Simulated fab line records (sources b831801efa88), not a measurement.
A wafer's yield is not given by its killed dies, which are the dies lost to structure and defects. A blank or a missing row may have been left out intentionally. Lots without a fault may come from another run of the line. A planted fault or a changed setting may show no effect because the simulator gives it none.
Struck lot and sound lot, side by side	flow sky130	20 steps out of a route of 708
Sound: the wafers L375.2, L375.5, L375.6. The struck wafers were L394.1, L394.4, L394.6. Last of all comes the cause.
Order at every step that has rows: each side's tool, ch and its chambers, its first start. Under that, the readings that differ: sound wafers	struck wafers	difference of the means	sigmas: that difference in standard deviations of wafers without a fault.
alike: a reading whose means differ by less than 2 such deviations, as well as words and numbers matching on both sides. not compared: withheld readings; readings where some wafer has no value; bounds like >300 that might hide an equal value; numbers whose values overlap and for which the record gives no deviation.
Wherever a step has rows on one side only, a row that says differs or no value, or a row with sigmas, the two part there. Numbers that have no deviation but don't overlap get no sigmas and don't part them. A reading that every wafer of one side lacks parts them only if that side has two wafers or more.

first, 6 steps without rows for these wafers: SKY_VT_ADJUST_PCH_HMDS_01 (prime time 60 s); SKY_VT_ADJUST_PCH_COAT_02 (resist thk 3000 nm); SKY_VT_ADJUST_PCH_SOFTBAKE_03; SKY_VT_ADJUST_PCH_EXPOSE_04 (exposes mask NWM, target cd 840 nm); SKY_VT_ADJUST_PCH_PEB_05; SKY_VT_ADJUST_PCH_DEVELOP_06 (develop time 60 s).
SKY_VT_ADJUST_PCH_OVL_MEAS_07:
  struck on overlay-02, day 17 02:43; sound on overlay-02, day 11 02:26
  alike: VT_ADJUST_PCH_OVL
then, 1 step without rows for these wafers: SKY_VT_ADJUST_PCH_IMPLANT_08.
SKY_VT_ADJUST_PCH_STRIP_09: strips in O2/N2.
  sound on plasmaAsher-01 ch 0,1, day 11 02:37; struck on plasmaAsher-01 ch 0, day 17 02:55
  alike: drypumpMotorCurrentA, oesProductAu, stripTimeToEndpointS
  not compared: rfHoursCounterH
SKY_VT_ADJUST_PCH_TW_MEAS_10:
  struck on filmMetro-03, day 17 03:01; sound on filmMetro-01, day 11 02:43
  alike: VT_ADJUST_PCH_TW
then, 2 steps without rows for these wafers: SKY_SONOS_TUNNEL_DEHYDRATE_00 (time 60 s); SKY_SONOS_TUNNEL_HMDS_01 (prime time 60 s).
SKY_SONOS_TUNNEL_COAT_02: resist thk 1140 nm.
  sound on lithoTrack-04 ch 0, day 11 14:26; struck on lithoTrack-04 ch 0, day 17 16:57
reading	sound	struck	difference	sigmas
model.NOVOLAK_of_SONOS_TUNNEL_COAT_02.thkNm (nm)	1140 1139 1137	980.8 983.5 980.8	-157.0	
then, 3 steps without rows for these wafers: SKY_SONOS_TUNNEL_SOFTBAKE_03 (time 60 s); SKY_SONOS_TUNNEL_EXPOSE_04 (exposes mask TUNM, target cd 410 nm); SKY_SONOS_TUNNEL_PEB_05.
SKY_SONOS_TUNNEL_DEVELOP_06: develop time 60 s.
  sound on lithoTrack-04 ch 0, day 12 02:20; struck on lithoTrack-02 ch 0, day 18 07:49
reading	sound	struck	difference	sigmas
model.NOVOLAK_of_SONOS_TUNNEL_COAT_02.thkNm (nm)	1140 1139 1136	980.4 983.1 980.4	-157.0	
  alike: developerTempC
SKY_SONOS_TUNNEL_CD_MEAS_07: the cd target is 410 nm.
  struck on cdSem-01, day 18 07:58; sound on cdSem-01, day 12 02:28
reading	sound	struck	difference	sigmas
cdNm (nm)	405.2 405.7 407.2	423.1 423.6 424.2	+17.6	+6
SKY_SONOS_TUNNEL_OVL_MEAS_08:
  struck on overlay-01, day 18 08:05; sound on overlay-02, day 12 02:35
  alike: SONOS_TUNNEL_OVL
-- the record jumps here: 32 days lie between the struck wafers' starts before and after (it left off in module SONOS_TUNNEL and takes up again in module PAD_OPEN, whose first step shown is number 708 of the route) --
SKY_PAD_OPEN_PROBE_99:
  struck on prober-01, day 50 15:14; sound on prober-02, day 46 09:23
  alike: killed_at_M0_to_M3, killed_at_M4_up, killedAtContacts, killedAtFrontEnd, killedAtOther, killedDies, killedOnRim, killedOpen, killedShort

WHERE THEY PART
At SKY_SONOS_TUNNEL_CD_MEAS_07 and nowhere else, as far as this record goes. Later steps at which nothing parts them and some readings are alike: SKY_SONOS_TUNNEL_OVL_MEAS_08, SKY_PAD_OPEN_PROBE_99.

WHY: the cause the simulator had injected
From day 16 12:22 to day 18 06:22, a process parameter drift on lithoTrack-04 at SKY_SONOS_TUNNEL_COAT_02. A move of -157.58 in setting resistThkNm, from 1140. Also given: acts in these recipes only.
